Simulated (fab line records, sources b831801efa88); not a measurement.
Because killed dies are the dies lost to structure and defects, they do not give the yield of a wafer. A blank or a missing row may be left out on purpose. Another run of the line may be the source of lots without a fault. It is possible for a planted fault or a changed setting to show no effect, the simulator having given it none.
Lot-split experiment -- flow sfq_line -- on a route of 325 steps: 5 lots, 23 wafers read

THE SPLIT
At SFQ_TRILAYER_R5_LITHO_COAT_141 (resist thk 62 nm), the setting spin_rpm was moved away from the recipe's 3000 rpm on 9 of the 23 wafers read, by -5.9% to +5.6%. For the rest of the wafers, this setting stayed at what the recipe calls for.

The reading comes from the split's own step.

THE READING
BARC_of_TRILAYER_R5_LITHO_COAT_141.thk_nm (the simulator's own value, which no gauge read), in nm, at SFQ_TRILAYER_R5_LITHO_COAT_141 (resist thk 62 nm). There is no usual value for it anywhere in the file. The 14 wafers here that ran the recipe average 62.03 nm, standard deviation 0.17 nm.

wafer,"tool, chamber at the split","spin_rpm as run, rpm",against the recipe,"BARC_of_TRILAYER_R5_LITHO_COAT_141.thk_nm, nm",against lot-mates on the recipe
L075.1,"litho_track-04, 0",3000,recipe,62.26,-
L075.3,"litho_track-04, 0",3000,recipe,62.29,-
L075.4,"litho_track-04, 0",3000,recipe,62.23,-
L075.5,"litho_track-04, 0",3062,+2.1%,61.4,-0.86
L075.6,"litho_track-04, 0",3062,+2.1%,61.37,-0.89
L076.1,"litho_track-04, 0",3169,+5.6%,60.35,-1.70
L076.2,"litho_track-04, 0",3000,recipe,61.93,-
L076.3,"litho_track-04, 0",3169,+5.6%,60.5,-1.55
L076.5,"litho_track-04, 0",3000,recipe,62.14,-
L076.6,"litho_track-04, 0",3000,recipe,62.09,-
L077.1,"litho_track-01, 0",2842,-5.3%,63.76,+1.73
L077.2,"litho_track-01, 0",3000,recipe,62.01,-
L077.3,"litho_track-01, 0",2842,-5.3%,63.71,+1.68
L077.4,"litho_track-01, 0",2842,-5.3%,63.79,+1.76
L077.6,"litho_track-01, 0",3000,recipe,62.06,-
L080.1,"litho_track-04, 0",3000,recipe,62.15,-
L080.2,"litho_track-04, 0",2824,-5.9%,63.82,+1.85
L080.3,"litho_track-04, 0",2824,-5.9%,63.79,+1.82
L080.5,"litho_track-04, 0",3000,recipe,61.85,-
L080.6,"litho_track-04, 0",3000,recipe,61.92,-
L082.3,"litho_track-02, 0",3000,recipe,61.71,-
L082.5,"litho_track-02, 0",3000,recipe,61.92,-
L082.6,"litho_track-02, 0",3000,recipe,61.86,-

FIT RESULTS
A straight line over all 23 wafers: BARC_of_TRILAYER_R5_LITHO_COAT_141.thk_nm changes by -0.306 nm for each +1% of spin_rpm; r = -0.99; the points scatter about the line by 0.15 nm.
The same after taking each lot's own level away (the mean of its wafers on the recipe; 23 wafers): -0.315 nm for each +1%; r = -0.99; scatter 0.11 nm.
Per that fit: largest spin_rpm move, reading shift of 1.8 nm.
The span of the lots' own levels, 61.830 to 62.260 nm, comes to 2.6 times the standard deviation stated above.
So the lot-to-lot level changes the slope little: the two slopes agree.
Check: with one of the wafers moved furthest among these (-5.9%) left out of the fit, the line predicts +1.85 nm for it against its lot-mates. Against them it came out at +1.85 nm.

ADDITIONAL SPLITS CARRIED BY THESE WAFERS
Before the reading, these wafers also passed through other splits. Each is held against what the fit with the lots' levels taken away leaves over:
other split on the same wafers,wafers away from the commonest value,r with BARC_of_TRILAYER_R5_LITHO_COAT_141.thk_nm (lot level and that fit taken away)
SFQ_TRILAYER_JJ_TRILAYER_DEP_SPUTTER_112 time_s,5,+0.12
SFQ_TRILAYER_JJ_CE_LITHO_EXPOSE_115 dose_mj,5,+0.05
SFQ_TRILAYER_JJ_CE_BARC_OPEN_RIE_150 icp_w,6,-0.10
SFQ_TRILAYER_M5_LITHO_COAT_123 spin_rpm,11,-0.33
SFQ_TRILAYER_R5_DEP_SPUTTER_133 power_w,9,-0.20

FILE'S OWN FIT
BARC_of_TRILAYER_R5_LITHO_COAT_141.thk_nm changes by -0.313 nm for each +1% of spin_rpm, r = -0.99.
